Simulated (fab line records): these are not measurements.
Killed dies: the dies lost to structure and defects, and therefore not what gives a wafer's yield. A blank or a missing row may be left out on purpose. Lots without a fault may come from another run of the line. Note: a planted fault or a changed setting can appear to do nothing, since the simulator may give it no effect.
fab line records	flow sky130
[record] lots = 10	wafers = 30	lastDay = 50
route steps=708 shown LI_CONTACT@377 LOCAL_INTERCONNECT@387 PAD_OPEN@708
lots that met no fault: taken from a fault-free run of the same line
startH: hours from the record's opening day to when the first of the lot's shown wafers began	waitH: how many hours have passed since the lot's step before this one	" same as the row above	L1.1+2: several wafers, shown together as one row	- value missing, or start not given	* or withheld: withheld	< > ~ a bound
route shown NAME@n: names a module that has steps shown in the file, with the first one's number in the route	usual: average and standard deviation across the fault-free wafers	same: alike in all rows	chamber/n: place in a boat	sites: the reading at each site	_std_site: their standard deviation	_edge_site: outer sites' mean less inner sites'	radiusMm: for every site, how far away it sits from the centre of the wafer	mask NAME#n: copy n	behind: the last tool/chamber to shape the wafer	hold: the reason the lot was held/the length of the hold in hours/how it ended	device: which transistor (n, p or np) failed to switch	end of line: at the end of the route, the tests of the same wafers	a step with no rows: only its recipe	killed: dies that structure and defects cost at the first sort, which is not the same as the wafer's yield	map: the dies of a wafer, with x for killed, . for not killed, _ for no die there
set.NAME: the setting as run; set.NAME@STEP: as run at that earlier step	model.NAME: the simulator's own value behind a step, which no gauge read
route steps across a sampled set of lots; one table per step, one row per wafer
services: a tool's chamber out of use, with start hour (startH, from the record's first day; less than 0 if before it), hours out, and reason
[[steps]]
[step SKY_LI_CONTACT_ETCH_15]
[recipe] target = PSG	chemistry = C4F8/O2/Ar	stopOn = Si	taperDeg = 4.15	maskMaterial = KrF-thick	sourceW = 1500	biasW = 1200	pressureMtorr = 40	c4f8FlowSccm = withheld	O2_flow_sccm = 6	Ar_flow_sccm = 300	timeS = withheld	targetDepthA = 6000
[usual] oesProductAu = 0.836/0.0043
lot.wafer	tool	chamber	startH	waitH	oesProductAu
L988.1	rieDiel-01	1	676.33	0.0	0.835
L988.5	"	0	"	"	0.838
L988.6	"	3	"	"	0.837
L990.2	rieDiel-01	3	689.71	0.0	0.836
L990.3	"	1	"	"	0.843
L990.4	"	0	"	"	0.837
L992.3	rieDiel-01	0	711.76	0.0	0.832
L992.4	"	2	"	"	0.836
L992.5	"	3	"	"	0.836
L994.1	rieDiel-03	3	719.92	0.0	0.838
L994.3	"	0	"	"	0.841
L994.5	"	0	"	"	0.839
L995.4	rieDiel-02	3	725.18	0.0	0.845
L995.5	"	2	"	"	0.833
L995.6	"	3	"	"	0.830
L102.1	rieDiel-01	3	790.12	0.0	0.834
L102.3	"	0	"	"	0.840
L102.4	"	2	"	"	0.834
L104.2	rieDiel-02	0	815.47	0.0	0.842
L104.3	"	2	"	"	0.831
L104.5	"	2	"	"	0.838
L105.1	rieDiel-03	1	838.12	0.0	0.836
L105.3	"	3	"	"	0.833
L105.5	"	0	"	"	0.847
L107.1	rieDiel-01	3	839.27	0.0	0.827
L107.3	"	0	"	"	0.835
L107.5	"	3	"	"	0.833
L109.2	rieDiel-03	2	846.36	0.0	0.834
L109.4	"	1	"	"	0.839
L109.6	"	0	"	"	0.834
[step SKY_LOCAL_INTERCONNECT_SPUTTER_00]
[recipe] material = TiN	targetThkNm = 100	tempC = 300	powerW = 6500	timeS = 83.3	chamberPressurePa = 0.4
[usual] throttleValvePct = 30.1/1.6
lot.wafer	tool	chamber	startH	waitH	throttleValvePct
L988.1	pvdSputter-03	-	677.47	0.1	30.9
L988.5	"	-	"	"	31.1
L988.6	"	-	"	"	29.7
L990.2	pvdSputter-01	-	690.83	0.2	29.3
L990.3	"	-	"	"	28.3
L990.4	"	-	"	"	31.3
L992.3	pvdSputter-03	-	716.04	0.2	29.7
L992.4	"	-	"	"	31.0
L992.5	"	-	"	"	28.3
L994.1	pvdSputter-01	-	721.04	0.2	28.1
L994.3	"	-	"	"	31.4
L994.5	"	-	"	"	28.4
L995.4	pvdSputter-01	-	726.32	0.1	28.7
L995.5	"	-	"	"	31.2
L995.6	"	-	"	"	29.1
L102.1	pvdSputter-03	-	791.24	0.1	31.1
L102.3	"	-	"	"	29.5
L102.4	"	-	"	"	32.5
L104.2	pvdSputter-03	-	816.59	0.1	32.3
L104.3	"	-	"	"	29.8
L104.5	"	-	"	"	28.3
L105.1	pvdSputter-01	-	839.31	0.2	28.5
L105.3	"	-	"	"	29.0
L105.5	"	-	"	"	29.3
L107.1	pvdSputter-01	-	840.41	0.1	28.5
L107.3	"	-	"	"	28.2
L107.5	"	-	"	"	28.5
L109.2	pvdSputter-01	-	847.50	0.1	31.2
L109.4	"	-	"	"	28.5
L109.6	"	-	"	"	31.0
[step SKY_LOCAL_INTERCONNECT_RS_MEAS_01]
[recipe] thkMeasGauge = four-point-probe	reads = TiN_of_LOCAL_INTERCONNECT_SPUTTER_00
[usual] LOCAL_INTERCONNECT_TIN_RS = 14.13/0.16
lot.wafer	tool	chamber	startH	waitH	LOCAL_INTERCONNECT_TIN_RS[ohm/sq]
L988.1	filmMetro-04	-	677.54	0.0	14.12
L988.5	"	-	"	"	14.14
L988.6	"	-	"	"	14.30
L990.2	filmMetro-03	-	690.91	0.1	14.31
L990.3	"	-	"	"	14.40
L990.4	"	-	"	"	14.44
L992.3	filmMetro-02	-	716.15	0.1	13.96
L992.4	"	-	"	"	13.65
L992.5	"	-	"	"	13.95
L994.1	filmMetro-04	-	721.10	0.0	14.00
L994.3	"	-	"	"	14.02
L994.5	"	-	"	"	14.03
L995.4	filmMetro-04	-	726.45	0.1	14.16
L995.5	"	-	"	"	14.21
L995.6	"	-	"	"	14.14
L102.1	filmMetro-02	-	791.30	0.0	13.85
L102.3	"	-	"	"	14.09
L102.4	"	-	"	"	15.07
L104.2	filmMetro-04	-	816.67	0.1	15.27
L104.3	"	-	"	"	13.94
L104.5	"	-	"	"	14.11
L105.1	filmMetro-04	-	839.37	0.0	14.04
L105.3	"	-	"	"	14.18
L105.5	"	-	"	"	14.11
L107.1	filmMetro-02	-	840.47	0.0	14.28
L107.3	"	-	"	"	14.12
L107.5	"	-	"	"	14.26
L109.2	filmMetro-03	-	847.58	0.1	14.36
L109.4	"	-	"	"	14.18
L109.6	"	-	"	"	14.35
[step SKY_LOCAL_INTERCONNECT_THK_MEAS_02]
[recipe] thkMeasGauge = xrf	reads = TiN_of_LOCAL_INTERCONNECT_SPUTTER_00
[usual] LOCAL_INTERCONNECT_TIN_THK = 100.2/1.2
lot.wafer	tool	chamber	startH	waitH	LOCAL_INTERCONNECT_TIN_THK[nm]
L988.1	filmMetro-04	-	677.66	0.1	100.5
L988.5	"	-	"	"	99.7
L988.6	"	-	"	"	99.3
L990.2	filmMetro-03	-	691.02	0.1	99.7
L990.3	"	-	"	"	99.3
L990.4	"	-	"	"	98.9
L992.3	filmMetro-02	-	716.25	0.1	101.2
L992.4	"	-	"	"	103.0
L992.5	"	-	"	"	100.6
L994.1	filmMetro-04	-	721.22	0.1	102.0
L994.3	"	-	"	"	101.6
L994.5	"	-	"	"	101.9
L995.4	filmMetro-04	-	726.54	0.1	100.7
L995.5	"	-	"	"	99.9
L995.6	"	-	"	"	101.0
L102.1	filmMetro-02	-	791.42	0.1	102.1
L102.3	"	-	"	"	100.0
L102.4	"	-	"	"	93.8
L104.2	filmMetro-04	-	816.78	0.1	93.0
L104.3	"	-	"	"	101.5
L104.5	"	-	"	"	100.9
L105.1	filmMetro-04	-	839.49	0.1	100.4
L105.3	"	-	"	"	99.9
L105.5	"	-	"	"	100.2
L107.1	filmMetro-02	-	840.59	0.1	98.9
L107.3	"	-	"	"	99.2
L107.5	"	-	"	"	98.5
L109.2	filmMetro-03	-	847.69	0.1	99.0
L109.4	"	-	"	"	100.1
L109.6	"	-	"	"	98.7
[step SKY_LOCAL_INTERCONNECT_ETCH_13]
[recipe] chemistry = N2/H2	target = BARC	ionEnergyEv = 200	biasW = 100	pressureMtorr = 30	n2FlowSccm = 100	h2FlowSccm = 200	icpW = 500	stopOn = SiO2	timeS = 45.9	targetDepthA = 600
[usual] drypumpMotorCurrentA = 5.6/0.43	oesProductAu = 0.854/0.0046	throttleValvePct = 13.225/0.0087
lot.wafer	tool	chamber	startH	waitH	drypumpMotorCurrentA	oesProductAu	rfHoursCounterH	throttleValvePct
L988.1	rieMetal-01	1	706.08	0.0	5.3	0.859	2	13.225
L988.5	"	1	"	"	5.3	0.851	-	13.240
L988.6	"	1	"	"	5.3	0.863	-	13.240
L990.2	rieMetal-01	1	718.76	0.0	5.3	0.857	3	13.232
L990.3	"	0	"	"	5.9	0.840	-	13.212
L990.4	"	1	"	"	5.3	0.862	-	13.235
L992.3	rieMetal-02	1	743.79	0.0	6.1	0.858	-	13.243
L992.4	"	0	"	"	5.0	0.849	-	13.230
L992.5	"	1	"	"	6.1	0.844	-	13.228
L994.1	rieMetal-02	1	749.45	0.0	6.1	0.846	2	13.219
L994.3	"	0	"	"	5.0	0.856	-	13.231
L994.5	"	0	"	"	5.0	0.857	-	13.213
L995.4	rieMetal-01	0	753.54	0.0	6.0	0.851	-	13.222
L995.5	"	0	"	"	6.0	0.853	-	13.225
L995.6	"	1	"	"	5.3	0.853	-	13.234
L102.1	rieMetal-04	1	817.43	0.0	6.0	0.854	6	13.230
L102.3	"	0	"	"	5.9	0.852	-	13.241
L102.4	"	1	"	"	6.0	0.852	-	13.217
L104.2	rieMetal-01	1	843.40	0.0	5.3	0.862	7	13.217
L104.3	"	1	"	"	5.3	0.853	-	13.233
L104.5	"	0	"	"	6.0	0.856	-	13.214
L105.1	rieMetal-02	0	865.62	0.0	5.0	0.855	9	13.227
L105.3	"	1	"	"	6.1	0.844	-	13.224
L105.5	"	0	"	"	5.0	0.855	-	13.241
L107.1	rieMetal-04	1	866.93	0.0	6.0	0.857	8	13.210
L107.3	"	0	"	"	5.9	0.852	-	13.233
L107.5	"	0	"	"	5.8	0.854	-	13.221
L109.2	rieMetal-01	1	873.53	0.0	5.3	0.854	7	13.235
L109.4	"	0	"	"	5.9	0.855	-	13.234
L109.6	"	1	"	"	5.3	0.850	-	13.241
[step SKY_LOCAL_INTERCONNECT_METAL_ETCH_14]
[recipe] targetDepthNm = 110	stopOn = PSG	chemistry = Cl2/BCl3	target = TiN	resistSidewallDeg = 88	pressureMtorr = 10	icpW = 900	biasW = 48.5	Cl2_flow_sccm = 60	bcl3FlowSccm = 30	timeS = 31.4
[usual] drypumpMotorCurrentA = 5.6/0.42	oesProductAu = 0.942/0.0077	throttleValvePct = 21.900/0.01
lot.wafer	tool	chamber	startH	waitH	drypumpMotorCurrentA	oesProductAu	rfHoursCounterH	throttleValvePct
L988.1	rieMetal-01	1	706.20	0.1	5.3	0.949	2	21.902
L988.5	"	1	"	"	5.4	0.936	-	21.902
L988.6	"	1	"	"	5.3	0.945	-	21.906
L990.2	rieMetal-01	1	718.83	0.0	5.3	0.941	3	21.900
L990.3	"	0	"	"	5.9	0.929	-	21.910
L990.4	"	1	"	"	5.3	0.926	-	21.925
L992.3	rieMetal-02	1	743.85	0.0	6.1	0.952	-	21.881
L992.4	"	0	"	"	5.0	0.964	-	21.880
L992.5	"	1	"	"	6.1	0.948	-	21.892
L994.1	rieMetal-02	1	749.51	0.0	6.1	0.949	2	21.915
L994.3	"	0	"	"	5.0	0.941	-	21.902
L994.5	"	0	"	"	5.0	0.940	-	21.905
L995.4	rieMetal-01	0	753.59	0.0	5.9	0.934	-	21.896
L995.5	"	0	"	"	5.9	0.940	-	21.897
L995.6	"	1	"	"	5.3	0.935	-	21.905
L102.1	rieMetal-04	1	817.50	0.0	6.0	0.949	6	21.895
L102.3	"	0	"	"	5.9	0.942	-	21.897
L102.4	"	1	"	"	6.0	0.916	-	21.937
L104.2	rieMetal-01	1	843.46	0.0	5.3	0.905	7	21.945
L104.3	"	1	"	"	5.3	0.941	-	21.916
L104.5	"	0	"	"	5.9	0.949	-	21.895
L105.1	rieMetal-02	0	865.68	0.0	5.0	0.948	9	21.891
L105.3	"	1	"	"	6.1	0.946	-	21.907
L105.5	"	0	"	"	5.0	0.941	-	21.901
L107.1	rieMetal-04	1	866.99	0.0	6.0	0.940	8	21.908
L107.3	"	0	"	"	5.9	0.940	-	21.903
L107.5	"	0	"	"	5.9	0.943	-	21.912
L109.2	rieMetal-01	1	873.59	0.0	5.3	0.930	7	21.912
L109.4	"	0	"	"	5.9	0.943	-	21.908
L109.6	"	1	"	"	5.3	0.934	-	21.909
[step SKY_LOCAL_INTERCONNECT_STRIP_15]
[recipe] chemistry = O2/N2	powerW = 1400	pressureMtorr = 1500	platenTempC = withheld	o2FlowSccm = 3000	n2FlowSccm = 300	overashFraction = 0.5
[usual] drypumpMotorCurrentA = 5.7/0.53	oesProductAu = 0.427/0.0047	stripTimeToEndpointS = 4.722/0.026
lot.wafer	tool	chamber	startH	waitH	drypumpMotorCurrentA	oesProductAu	rfHoursCounterH	stripTimeToEndpointS
L988.1	plasmaAsher-04	1	706.30	0.1	5.4	0.424	28	4.722
L988.5	"	0	"	"	6.0	0.430	-	4.732
L988.6	"	1	"	"	5.3	0.427	-	4.728
L990.2	plasmaAsher-01	1	718.88	0.0	4.8	0.432	102	4.718
L990.3	"	0	"	"	6.3	0.428	-	4.725
L990.4	"	1	"	"	4.8	0.427	-	4.732
L992.3	plasmaAsher-01	0	743.91	0.1	6.3	0.430	-	4.709
L992.4	"	1	"	"	4.9	0.426	-	4.701
L992.5	"	1	"	"	4.8	0.428	-	4.697
L994.1	plasmaAsher-04	0	749.56	0.0	6.0	0.421	33	4.702
L994.3	"	1	"	"	5.4	0.431	-	4.708
L994.5	"	1	"	"	5.4	0.424	-	4.692
L995.4	plasmaAsher-03	1	753.66	0.1	5.3	0.424	-	4.736
L995.5	"	1	"	"	5.3	0.431	-	4.751
L995.6	"	0	"	"	6.1	0.426	-	4.760
L102.1	plasmaAsher-03	1	817.55	0.0	5.4	0.437	66	4.697
L102.3	"	0	"	"	6.2	0.416	-	4.699
L102.4	"	1	"	"	5.4	0.430	-	4.704
L104.2	plasmaAsher-03	1	843.51	0.0	5.3	0.432	68	4.780
L104.3	"	0	"	"	6.2	0.427	-	4.774
L104.5	"	0	"	"	6.2	0.423	-	4.787
L105.1	plasmaAsher-01	0	865.73	0.0	6.3	0.429	11	4.666
L105.3	"	0	"	"	6.3	0.430	-	4.698
L105.5	"	0	"	"	6.3	0.425	-	4.667
L107.1	plasmaAsher-04	0	867.04	0.0	6.0	0.431	44	4.744
L107.3	"	1	"	"	5.3	0.432	-	4.741
L107.5	"	0	"	"	6.0	0.438	-	4.727
L109.2	plasmaAsher-01	1	873.64	0.0	4.8	0.424	12	4.731
L109.4	"	0	"	"	6.3	0.424	-	4.710
L109.6	"	0	"	"	6.3	0.430	-	4.722
[step SKY_PAD_OPEN_PROBE_99]
[usual] killed_at_M0_to_M3 = 44/6.3	killed_at_M4_up = 2.8/1.7	killedAtContacts = 25/5.8	killedAtFrontEnd = 14/4.4	killedAtOther = 0.3/0.49	killedDies = 86/8.7	killedOpen = 48/5.8	killedShort = 38/6
[same] grossDies = 492	killedAtBackSide = 0
lot.wafer	tool	chamber	startH	waitH	killed_at_M0_to_M3	killed_at_M4_up	killedAtContacts	killedAtFrontEnd	killedAtOther	killedDies	killedOpen	killedShort
L102.1	prober-02	-	1159.03	0.1	41	1	16	17	1	76	43	33
L102.3	prober-02	-	1159.13	0.2	36	3	20	15	0	74	43	31
L102.4	prober-02	-	1159.18	0.2	41	2	29	20	0	92	50	42
// killed by level:class
L102.1 VIA1:geometricParticle:open=9 FIELD_ISO:geometricParticle:open=5 CONTACT:geometricParticle:short=5 VIA2:geometricParticle:open=5 LI_CONTACT:geometricParticle:open=4 CONTACT:geometricParticle:open=4 METAL1:geometricParticle:short=4 VIA1:geometricParticle:short=4
L102.3 LI_CONTACT:geometricParticle:open=8 METAL1:geometricParticle:short=7 CONTACT:geometricParticle:open=7 VIA1:geometricParticle:open=7 FIELD_ISO:geometricParticle:open=6 VIA3:geometricParticle:open=5 FIELD_ISO:geometricParticle:short=4 VIA2:geometricParticle:open=4
L102.4 CONTACT:geometricParticle:open=16 VIA1:geometricParticle:open=11 POLY_GATE:geometricParticle:short=7 METAL1:geometricParticle:short=7 METAL2:geometricParticle:short=6 VIA3:geometricParticle:open=6 LI_CONTACT:geometricParticle:open=5 FIELD_ISO:geometricParticle:short=4
[[services]]
tool	chamber	startH	hours	kind
rieMetal-04	1	664.87	16.3	repair
plasmaAsher-04	-	674.46	8.6	repair
rieDiel-01	3	695.03	5.0	repair
rieMetal-01	0	705.97	5.3	repair
plasmaAsher-01	-	733.75	9.0	pm
plasmaAsher-01	-	746.86	4.0	repair
rieDiel-03	-	754.93	0.7	repair
pvdSputter-03	-	755.24	2.9	repair
rieDiel-01	0	763.20	2.9	repair
rieMetal-02	-	764.89	0.3	repair
pvdSputter-03	-	771.38	5.6	repair
rieDiel-01	2	772.56	4.2	repair
rieDiel-03	2	787.84	34.4	repair
plasmaAsher-03	-	790.02	0.8	repair
rieMetal-04	0	790.04	15.7	repair
rieMetal-02	-	802.54	0.6	repair
pvdSputter-01	-	805.42	8.1	repair
pvdSputter-01	-	806.62	2.3	repair
plasmaAsher-04	-	837.98	1.5	repair
plasmaAsher-01	-	844.24	4.9	repair
plasmaAsher-01	-	850.59	5.1	repair
rieDiel-03	1	852.12	10.9	repair
pvdSputter-03	-	854.45	6.5	repair
rieMetal-01	-	864.23	1.4	pm
[[key]]
[firstSign] step = SKY_LOCAL_INTERCONNECT_RS_MEAS_01	reading = LOCAL_INTERCONNECT_TIN_RS	direction = up	sigmas = 6.4	usual = 14.13	struck = 15.17
[effect] step = SKY_LOCAL_INTERCONNECT_THK_MEAS_02	reading = LOCAL_INTERCONNECT_TIN_THK	direction = down	sigmas = 5.8	usual = 100.2	struck = 93.4
[effect] step = SKY_LOCAL_INTERCONNECT_METAL_ETCH_14	reading = oesProductAu	direction = down	sigmas = 4.1	usual = 0.942	struck = 0.910
metAt SKY_LOCAL_INTERCONNECT_SPUTTER_00
struckLots L102,L104
struckWafers L102.4,L104.2
testerLeftOut L102,L104
notActingAt SKY_LI_CONTACT_ETCH_15,SKY_LOCAL_INTERCONNECT_ETCH_13,SKY_LOCAL_INTERCONNECT_STRIP_15
[fault] kind = processParameterDrift	tool = pvdSputter-03	chamber = -	onsetH = 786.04	steps = SKY_LOCAL_INTERCONNECT_SPUTTER_00	channel = timeS	offset = *	shape = step	endH = 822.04	actsIn = *	stated = *	scope = struckWafersOnly
// testerLeftOut: of these lots the tester's yield and bins aren't shown, on N5 and GAA mostly nor the transistor test; their killed dies are dies lost to structure and defects alone, not to doping, threshold or leakage, so they don't give the yield
